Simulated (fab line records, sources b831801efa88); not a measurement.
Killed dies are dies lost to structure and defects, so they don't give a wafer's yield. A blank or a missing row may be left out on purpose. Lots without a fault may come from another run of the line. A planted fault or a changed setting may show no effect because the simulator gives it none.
Which tool did it? | flow sky130 | 15 lots, 45 wafers sampled, at 3 steps of a route of 708

WHAT THE GAUGES READ, wafer by wafer
SKY_VIA3_BOW_MEAS_03. Usual: VIA3_BOW 80 um, standard deviation 7.5.
lot  | measured     | on            | VIA3_BOW (um) | flag
L455 | day 38 16:02 | film_metro-04 | 82 80 85      |
L456 | day 39 21:14 | film_metro-02 | 85 89 77      |
L458 | day 39 23:02 | film_metro-04 | 84 92 83      |
L457 | day 40 00:13 | film_metro-02 | 73 63 78      |
L459 | day 40 02:05 | film_metro-02 | 81 74 86      |
L462 | day 41 04:16 | film_metro-04 | 77 86 85      |
L467 | day 42 13:11 | film_metro-01 | 69 84 72      |
L468 | day 42 19:04 | film_metro-02 | 68 85 78      |
L470 | day 43 09:01 | film_metro-02 | 94 82 84      |
L471 | day 43 15:14 | film_metro-02 | 80 81 82      |
L472 | day 43 16:16 | film_metro-04 | 82 77 90      |
L473 | day 44 11:26 | film_metro-02 | 87 86 83      |
L475 | day 44 16:36 | film_metro-04 | 80 75 71      |
L477 | day 45 21:53 | film_metro-02 | 60 77 77      |
L476 | day 46 01:42 | film_metro-02 | 75 79 71      |

SKY_VIA3_CD_MEAS_12: target cd 200 nm. Usual: cd_nm 200.0 nm, standard deviation 1.3.
lot  | measured     | on        | cd_nm (nm)        | flag
L455 | day 39 17:28 | cd_sem-02 | 200.0 200.0 200.4 |
L456 | day 40 21:46 | cd_sem-02 | 200.6 200.8 200.1 |
L458 | day 40 23:40 | cd_sem-02 | - - -             | OFF
L457 | day 40 23:59 | cd_sem-02 | - - -             | OFF
L459 | day 41 02:23 | cd_sem-02 | - - -             | OFF
L462 | day 42 03:56 | cd_sem-01 | 200.7 199.7 199.6 |
L467 | day 43 12:14 | cd_sem-01 | 199.8 200.4 200.1 |
L468 | day 43 17:58 | cd_sem-01 | 200.3 199.8 200.9 |
L470 | day 44 08:07 | cd_sem-01 | 198.7 199.9 200.4 |
L471 | day 44 14:23 | cd_sem-01 | 198.9 199.0 199.7 |
L472 | day 44 15:05 | cd_sem-02 | 199.9 200.6 201.4 |
L473 | day 45 08:23 | cd_sem-02 | 200.6 202.0 199.6 |
L475 | day 45 13:55 | cd_sem-01 | 198.0 198.7 199.3 |
L477 | day 46 17:41 | cd_sem-02 | 200.8 200.1 200.1 |
L476 | day 46 21:28 | cd_sem-01 | 197.3 199.1 200.8 |

WHICH TOOL RAN EACH LOT (tool, then ch and the chambers of the sampled wafers, then the start)
lot  | SKY_VIA3_EXPOSE_09
L455 | krf_scanner-02 ch 0, day 39 05:08
L456 | krf_scanner-01 ch 0, day 40 09:20
L458 | krf_scanner-01, day 40 11:07
L457 | krf_scanner-01, day 40 11:52
L459 | krf_scanner-01, day 40 14:08
L462 | krf_scanner-02 ch 0, day 41 16:06
L467 | krf_scanner-01 ch 0, day 43 01:27
L468 | krf_scanner-02 ch 0, day 43 08:18
L470 | krf_scanner-01 ch 0, day 43 19:42
L471 | krf_scanner-02 ch 0, day 44 04:06
L472 | krf_scanner-01 ch 0, day 44 05:05
L473 | krf_scanner-01 ch 0, day 44 21:25
L475 | krf_scanner-01 ch 0, day 45 04:13
L477 | krf_scanner-02 ch 0, day 46 08:36
L476 | krf_scanner-01 ch 0, day 46 11:38
- SKY_VIA3_EXPOSE_09: exposes mask VIM3, target cd 200 nm.

WHAT THE TOOLS THEMSELVES READ (means of the sampled wafers that have a number; where no wafer has one, the mark that the record gives instead)
SKY_VIA3_EXPOSE_09. Usual: exposure_dose_mJ_cm2 37.98, standard deviation 0.039; focus_offset_nm -0.2 nm, standard deviation 0.5.
lot  | tool           | exposure_dose_mJ_cm2 | focus_offset_nm (nm) | flag
L455 | krf_scanner-02 | 38.01                | -0.4                 |
L456 | krf_scanner-01 | 38.00                | -0.2                 |
L458 | krf_scanner-01 | -                    | -                    | OFF
L457 | krf_scanner-01 | -                    | -                    | OFF
L459 | krf_scanner-01 | -                    | -                    | OFF
L462 | krf_scanner-02 | 38.02                | -0.2                 |
L467 | krf_scanner-01 | 37.97                | -0.1                 |
L468 | krf_scanner-02 | 37.98                | 0.3                  |
L470 | krf_scanner-01 | 37.97                | 0.4                  |
L471 | krf_scanner-02 | 37.97                | -0.2                 |
L472 | krf_scanner-01 | 37.93                | -0.2                 |
L473 | krf_scanner-01 | 37.92                | -0.2                 |
L475 | krf_scanner-01 | 37.95                | 0.4                  |
L477 | krf_scanner-02 | 37.99                | -0.6                 |
L476 | krf_scanner-01 | 37.94                | 0.3                  |

THE ANSWER, worked out from the rows above alone
Rule: a lot is off if the mean of its wafers that have a number lies more than 3 standard deviations from the usual mean. A lot without any number at a reading at which 4 lots or more have one is off too. The other lots that the step has rows for count as sound. The gauges are gone through in route order, then the tools' own readings, and for those a lot's mean is taken as printed above. The first step at which some lot is off is used, and at that step the reading that is off furthest; a lot without a number counts as furthest.
Off: L458, L457, L459, at SKY_VIA3_CD_MEAS_12 (cd_nm). Without a number there: L458, L457, L459.
A tool fits if, at a process step before that reading, it ran every lot that is off, and no sound lot after the first of them. The gauges at SKY_VIA3_CD_MEAS_12 aren't tried: what is off there is off at SKY_VIA3_EXPOSE_09 too, on other tools, and a gauge's error can't cause that. None of those tried fits.

WHAT THE SIMULATOR HAD PUT IN
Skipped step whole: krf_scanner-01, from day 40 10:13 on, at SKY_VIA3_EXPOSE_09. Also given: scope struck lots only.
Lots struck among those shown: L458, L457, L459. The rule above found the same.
